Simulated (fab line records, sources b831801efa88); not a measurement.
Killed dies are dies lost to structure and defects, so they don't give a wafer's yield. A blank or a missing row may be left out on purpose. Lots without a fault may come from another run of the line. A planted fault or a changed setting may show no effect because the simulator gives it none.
fab line records | flow sky130
record lots=14 wafers=42 last_day=50
route steps=708 shown VT_ADJUST_PCH@152 SONOS_ONO@171 LDD_HVP@280 SD_P@328
lots that met no fault: from a run of the same line without faults
start_h: hours from the record's first day to the start of the lot's first wafer shown | wait_h: hours since the lot's step before | " the same as in the row above | L1.1+2: a row that stands for several wafers | - no value, or no start given | * or withheld: withheld | < > ~ a bound
route shown NAME@n: a module of which the file shows steps, and the number in the route of the first | usual: mean/standard deviation of fault-free wafers | same: alike in all rows | chamber/n: place in a boat | sites: the reading at each site | _std_site: their standard deviation | _edge_site: outer sites' mean less inner sites' | radius_mm: how far each site lies from the wafer's centre | mask NAME#n: copy n | behind: the tool/chamber that last shaped the wafer | hold: why the lot was held/for how many hours/how that ended | device: the transistor (n, p or np) that didn't switch | end of line: the same wafers' tests at the end of the route | a step without rows: its recipe alone | killed: dies lost to structure and defects at the first sort, not the wafer's yield | map: a wafer's dies, x killed, . not, _ none there
set.NAME: the setting as run; set.NAME@STEP: as run at that earlier step | model.NAME: the simulator's own value behind a step, which no gauge read
steps of the route over a sample of lots; a table a step, a row a wafer
services: from which hour (start_h, from the record's first day; less than 0 if before it) a tool's chamber was out of use, for how many hours, and why
## steps
# step SKY_VT_ADJUST_PCH_STRIP_09
# recipe chemistry=O2/N2 power_w=1400 pressure_mtorr=1500 platen_temp_c=withheld o2_flow_sccm=3000 n2_flow_sccm=300 overash_fraction=0.5
# usual drypump_motor_current_A=5.6/0.48 oes_product_au=0.723/0.0046 strip_time_to_endpoint_s=37.03/0.13
# columns lot.wafer tool chamber start_h wait_h drypump_motor_current_A oes_product_au rf_hours_counter_h strip_time_to_endpoint_s
L106.1 plasma_asher-01 0 219.56 0.1 5.0 0.720 10 37.12
L106.2 " 1 " " 5.7 0.721 10 37.12
L106.4 " 1 " " 5.7 0.728 - 37.03
L107.1 plasma_asher-03 1 232.56 0.1 6.3 0.717 53 36.97
L107.3 " 1 " " 6.3 0.720 - 36.83
L107.5 " 1 " " 6.2 0.719 - 36.98
L109.1 plasma_asher-02 1 245.10 0.1 5.2 0.718 43 36.94
L109.3 " 1 " " 5.2 0.714 - 37.03
L109.6 " 0 " " 6.1 0.716 - 37.02
L110.1 plasma_asher-02 0 259.55 0.1 6.1 0.731 44 37.08
L110.4 " 0 " " 6.1 0.718 - 37.08
L110.5 " 1 " " 5.2 0.716 - 36.90
L111.1 plasma_asher-02 1 288.38 0.1 5.2 0.725 47 37.01
L111.4 " 0 " " 6.1 0.715 - 36.96
L111.6 " 1 " " 5.2 0.716 - 36.96
L112.3 plasma_asher-03 0 288.76 0.1 5.2 0.726 - 37.09
L112.4 " 1 " " 6.2 0.728 - 37.23
L112.5 " 0 " " 5.3 0.730 - 37.16
L113.1 plasma_asher-03 0 291.96 0.1 5.2 0.718 59 37.02
L113.4 " 0 " " 5.3 0.729 - 36.80
L113.5 " 1 " " 6.3 0.723 - 36.94
L118.1 plasma_asher-02 0 345.60 0.1 6.1 0.724 53 37.06
L118.3 " 1 " " 5.2 0.729 - 37.02
L118.5 " 0 " " 6.1 0.718 - 36.87
L120.1 plasma_asher-02 0 357.10 0.1 6.1 0.721 53 37.26
L120.2 " 1 " " 5.2 0.720 53 37.24
L120.6 " 1 " " 5.2 0.724 - 37.18
L122.3 plasma_asher-01 0 362.81 0.1 4.9 0.729 - 37.21
L122.4 " 1 " " 5.7 0.716 - 37.21
L122.5 " 1 " " 5.7 0.727 - 37.16
L121.1 plasma_asher-03 0 364.05 0.1 5.2 0.722 66 36.67
L121.2 " 1 " " 6.2 0.721 66 36.86
L121.4 " 0 " " 5.2 0.723 - 36.73
L123.2 plasma_asher-01 1 376.88 0.1 5.7 0.722 27 37.15
L123.3 " 0 " " 5.0 0.719 - 37.19
L123.5 " 0 " " 5.0 0.724 - 37.21
L128.4 plasma_asher-01 0 394.08 0.1 4.9 0.719 - 36.84
L128.5 " 0 " " 4.9 0.721 - 36.82
L128.6 " 1 " " 5.7 0.721 - 36.82
L127.2 plasma_asher-01 0 395.45 0.1 4.9 0.728 29 37.06
L127.3 " 1 " " 5.7 0.721 - 37.14
L127.5 " 1 " " 5.7 0.722 - 37.20
# step SKY_SONOS_ONO_THK_MEAS_03
# recipe reads=Si3N4_of_SONOS_ONO_CVD_02
# usual SONOS_ONO_CVD_02_THK=10.51/0.14
# columns lot.wafer tool chamber start_h wait_h SONOS_ONO_CVD_02_THK[nm]
L106.1 film_metro-01 - 247.30 0.0 10.71
L106.2 " - " " 10.51
L106.4 " - " " 10.55
L107.1 film_metro-04 - 262.03 0.0 10.27
L107.3 " - " " 10.44
L107.5 " - " " 10.50
L109.1 film_metro-01 - 272.63 0.0 10.37
L109.3 " - " " 10.38
L109.6 " - " " 10.19
L110.1 film_metro-01 - 286.66 0.0 10.52
L110.4 " - " " 10.63
L110.5 " - " " 10.51
L111.1 film_metro-04 - 320.74 0.0 10.72
L111.4 " - " " 10.63
L111.6 " - " " 10.73
L112.3 film_metro-01 - 320.76 0.0 10.68
L112.4 " - " " 10.56
L112.5 " - " " 10.50
L113.1 film_metro-01 - 321.93 0.0 10.34
L113.4 " - " " 10.48
L113.5 " - " " 10.52
L118.1 film_metro-01 - 377.21 0.0 10.46
L118.3 " - " " 10.57
L118.5 " - " " 10.56
L120.1 film_metro-01 - 390.94 0.0 10.62
L120.2 " - " " 10.75
L120.6 " - " " 10.83
L121.1 film_metro-04 - 396.47 0.0 10.34
L121.2 " - " " 10.44
L121.4 " - " " 10.34
L122.3 film_metro-03 - 396.49 0.0 10.45
L122.4 " - " " 10.50
L122.5 " - " " 10.59
L123.2 film_metro-04 - 410.95 0.0 10.52
L123.3 " - " " 10.42
L123.5 " - " " 10.50
L128.4 film_metro-04 - 427.46 0.0 10.48
L128.5 " - " " 10.43
L128.6 " - " " 10.45
L127.2 film_metro-01 - 430.28 0.0 10.66
L127.3 " - " " 10.65
L127.5 " - " " 10.41
# step SKY_LDD_HVP_COAT_02
# recipe resist=NOVOLAK spin_rpm=3000 resist_thk_nm=300
# usual chill_plate_temp_C=22.95/0.11 dispense_pressure_kPa=50/4.7
# columns lot.wafer tool chamber start_h wait_h chill_plate_temp_C dispense_pressure_kPa
L107.1 litho_track-01 0 489.73 0.1 23.03 57
L107.3 " 0 " " 23.01 56
L107.5 " 0 " " 22.97 56
L106.1 litho_track-02 0 490.97 0.1 22.94 50
L106.2 " 0 " " 23.03 50
L106.4 " 0 " " 22.83 50
L109.1 litho_track-03 0 500.21 0.1 22.91 44
L109.3 " 0 " " 22.86 44
L109.6 " 0 " " 22.88 44
L110.1 litho_track-02 0 513.12 0.1 23.01 50
L110.4 " 0 " " 22.89 50
L110.5 " 0 " " 23.07 50
L111.1 litho_track-02 0 555.17 0.1 22.99 50
L111.4 " 0 " " 22.93 50
L111.6 " 0 " " 22.93 50
L113.1 litho_track-02 0 558.17 0.1 23.00 50
L113.4 " 0 " " 23.00 50
L113.5 " 0 " " 22.91 50
L112.3 litho_track-02 0 560.57 0.1 22.86 50
L112.4 " 0 " " 22.97 50
L112.5 " 0 " " 23.00 50
L118.1 litho_track-02 0 612.32 0.1 22.89 50
L118.3 " 0 " " 22.84 50
L118.5 " 0 " " 22.97 50
L120.1 litho_track-01 - 629.48 0.1 - -
L120.2 " - " " - -
L120.6 " - " " - -
L122.3 litho_track-03 - 634.46 0.1 - -
L122.4 " - " " - -
L122.5 " - " " - -
L121.1 litho_track-03 0 636.21 0.1 22.91 44
L121.2 " 0 " " 22.85 44
L121.4 " 0 " " 22.89 44
L123.2 litho_track-01 0 648.55 0.1 23.03 57
L123.3 " 0 " " 22.87 57
L123.5 " 0 " " 23.08 56
L128.4 litho_track-01 0 662.36 0.1 23.03 56
L128.5 " 0 " " 22.84 56
L128.6 " 0 " " 23.10 57
L127.2 litho_track-02 0 666.34 0.1 23.03 50
L127.3 " 0 " " 22.91 50
L127.5 " 0 " " 22.97 50
# step SKY_LDD_HVP_OVL_MEAS_07
# usual LDD_HVP_OVL=1.5/1.6
# columns lot.wafer tool chamber start_h wait_h LDD_HVP_OVL[nm]
L107.1 overlay-02 - 505.96 0.1 1.8
L107.3 " - " " 2.5
L107.5 " - " " 2.0
L106.1 overlay-01 - 507.68 0.1 2.6
L106.2 " - " " 1.1
L106.4 " - " " 1.4
L109.1 overlay-02 - 515.77 0.1 -0.1
L109.3 " - " " 0.2
L109.6 " - " " 1.2
L110.1 overlay-02 - 528.33 0.1 5.4
L110.4 " - " " 3.9
L110.5 " - " " 2.7
L111.1 overlay-02 - 571.02 0.1 1.8
L111.4 " - " " 1.6
L111.6 " - " " 2.1
L113.1 overlay-02 - 573.66 0.1 -0.1
L113.4 " - " " 0.5
L113.5 " - " " 3.2
L112.3 overlay-02 - 575.22 0.1 1.1
L112.4 " - " " -0.2
L112.5 " - " " 1.6
L118.1 overlay-01 - 627.76 0.1 2.9
L118.3 " - " " 1.7
L118.5 " - " " 3.7
L120.1 overlay-01 - 643.98 0.1 -
L120.2 " - " " -
L120.6 " - " " -
L122.3 overlay-02 - 648.43 0.1 -
L122.4 " - " " -
L122.5 " - " " -
L121.1 overlay-02 - 650.71 0.1 -1.5
L121.2 " - " " -1.2
L121.4 " - " " -0.9
L123.2 overlay-02 - 663.42 0.1 3.0
L123.3 " - " " 2.6
L123.5 " - " " 2.5
L128.4 overlay-01 - 676.59 0.1 1.2
L128.5 " - " " -0.6
L128.6 " - " " 1.4
L127.2 overlay-01 - 679.91 0.1 0.5
L127.3 " - " " 1.0
L127.5 " - " " 3.8
# step SKY_SD_P_OVL_MEAS_08
# usual SD_P_OVL=0.5/1.2
# columns lot.wafer tool chamber start_h wait_h SD_P_OVL[nm]
L107.1 overlay-01 - 597.71 0.1 3.5
L107.3 " - " " 4.7
L107.5 " - " " 3.3
L106.1 overlay-02 - 601.39 0.1 2.6
L106.2 " - " " 1.4
L106.4 " - " " 2.6
L109.1 overlay-02 - 611.14 0.1 -0.1
L109.3 " - " " -0.9
L109.6 " - " " 0.7
L110.1 overlay-02 - 619.16 0.1 1.6
L110.4 " - " " 2.1
L110.5 " - " " 0.5
L111.1 overlay-01 - 661.18 0.1 1.5
L111.4 " - " " -0.3
L111.6 " - " " 0.0
L113.1 overlay-01 - 664.78 0.1 -1.5
L113.4 " - " " 1.0
L113.5 " - " " 0.4
L112.3 overlay-01 - 665.23 0.1 0.5
L112.4 " - " " -0.7
L112.5 " - " " -0.1
L118.1 overlay-02 - 715.06 0.1 1.2
L118.3 " - " " 1.0
L118.5 " - " " 0.3
L120.1 overlay-02 - 730.26 0.1 0.4
L120.2 " - " " 2.4
L120.6 " - " " 0.8
L122.3 overlay-02 - 737.24 0.1 -0.2
L122.4 " - " " 1.5
L122.5 " - " " -0.3
L121.1 overlay-01 - 738.48 0.1 0.1
L121.2 " - " " -0.7
L121.4 " - " " -0.5
L123.2 overlay-01 - 748.33 0.1 0.1
L123.3 " - " " 0.6
L123.5 " - " " 0.4
L128.4 overlay-02 - 763.56 0.1 -1.0
L128.5 " - " " -1.8
L128.6 " - " " 1.1
L127.2 overlay-02 - 765.89 0.1 0.6
L127.3 " - " " -0.5
L127.5 " - " " -0.3
## services
# columns tool chamber start_h hours kind
plasma_asher-02 - 350.41 5.3 pm
plasma_asher-03 - 421.27 9.0 pm
plasma_asher-03 0 421.27 9.0 vent_cycle
plasma_asher-03 1 421.27 9.0 vent_cycle
plasma_asher-03 0 430.27 - clean
plasma_asher-03 1 430.27 - clean
## key
first_sign step=SKY_LDD_HVP_COAT_02 reading=tool_record direction=missing
effect step=SKY_LDD_HVP_OVL_MEAS_07 reading=LDD_HVP_OVL direction=missing
met_at SKY_LDD_HVP_COAT_02
struck_lots L120,L122
sort_left_out L120.1,L120.2,L120.6,L122.3,L122.4,L122.5
tester_left_out L120,L122
not_acting_at SKY_VT_ADJUST_PCH_STRIP_09,SKY_SONOS_ONO_THK_MEAS_03,SKY_SD_P_OVL_MEAS_08
onset_between 500.21 629.48
fault kind=skipped_step_whole tool=litho_track-01,litho_track-03 chamber=- onset_h=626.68 steps=SKY_LDD_HVP_COAT_02 scope=struck_lots_only
# tester_left_out: of these lots the tester's yield and bins aren't shown, on N5 and GAA mostly nor the transistor test; their killed dies are dies lost to structure and defects alone, not to doping, threshold or leakage, so they don't give the yield
# sort_left_out: the simulated sort isn't trusted on such a fault, so these wafers' sort isn't shown, and their yield isn't known
